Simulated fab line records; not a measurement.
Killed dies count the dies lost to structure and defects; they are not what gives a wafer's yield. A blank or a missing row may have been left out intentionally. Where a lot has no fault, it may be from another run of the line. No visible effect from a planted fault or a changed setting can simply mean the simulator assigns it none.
Which tool is to blame? / flow gf180mcu / route of 602 steps, sampled at 1 step: 13 lots, 39 wafers

## WHAT EACH GAUGE READ, for each wafer
GF_STI_THK_MEAS_22. Usual: for STI_OXIDATION_01_THK the level is 15.07 nm and the standard deviation is 0.27.
lot=L140; measured=day 2 03:58; on=film metro-03; STI_OXIDATION_01_THK (nm)=14.85 14.81 14.93; flag=
lot=L141; measured=day 2 09:55; on=film metro-03; STI_OXIDATION_01_THK (nm)=15.59 15.31 15.52; flag=
lot=L142; measured=day 2 13:38; on=film metro-01; STI_OXIDATION_01_THK (nm)=15.17 15.15 15.45; flag=
lot=L144; measured=day 3 00:11; on=film metro-03; STI_OXIDATION_01_THK (nm)=15.29 15.42 15.44; flag=
lot=L146; measured=day 3 09:48; on=film metro-01; STI_OXIDATION_01_THK (nm)=14.86 15.00 14.84; flag=
lot=L151; measured=day 4 13:21; on=film metro-02; STI_OXIDATION_01_THK (nm)=14.95 14.82 14.92; flag=
lot=L153; measured=day 4 23:07; on=film metro-01; STI_OXIDATION_01_THK (nm)=15.19 15.32 15.24; flag=
lot=L154; measured=day 5 03:04; on=film metro-01; STI_OXIDATION_01_THK (nm)=15.34 15.15 14.97; flag=
lot=L156; measured=day 5 15:05; on=film metro-01; STI_OXIDATION_01_THK (nm)=14.75 14.97 14.85; flag=
lot=L159; measured=day 6 07:27; on=film metro-01; STI_OXIDATION_01_THK (nm)=14.79 14.92 14.86; flag=
lot=L160; measured=day 6 10:33; on=film metro-03; STI_OXIDATION_01_THK (nm)=14.72 14.78 14.80; flag=
lot=L162; measured=day 6 21:13; on=film metro-03; STI_OXIDATION_01_THK (nm)=14.77 14.66 14.45; flag=
lot=L163; measured=day 7 03:18; on=film metro-01; STI_OXIDATION_01_THK (nm)=14.72 14.94 14.73; flag=

## EACH LOT AND THE TOOL THAT RAN IT (in order: tool; ch and the chambers of the sampled wafers; start)
There is no process step in the record ahead of these readings.

## AS READ BY THE TOOLS THEMSELVES (means over the sampled wafers that have a number; for cases with no such wafer, the mark the record gives instead)
The record holds no such reading with a usual standard deviation.

## THE ANSWER, worked out from the rows above alone
Rule: a lot is off if the mean of its wafers that have a number lies more than 3 standard deviations from the usual mean. A lot without any number at a reading at which 4 lots or more have one is off too. Where the step has rows for the other lots, those lots are counted as sound. First the gauges in route order, then the tools' own readings, where a lot's mean is used as printed above. At the first step where some lot is off, the reading lying furthest off is the one used; lots without a number count as furthest.
Across all readings shown, no lot is off: no conclusion can be drawn from this.

## WHAT WAS PUT IN BY THE SIMULATOR
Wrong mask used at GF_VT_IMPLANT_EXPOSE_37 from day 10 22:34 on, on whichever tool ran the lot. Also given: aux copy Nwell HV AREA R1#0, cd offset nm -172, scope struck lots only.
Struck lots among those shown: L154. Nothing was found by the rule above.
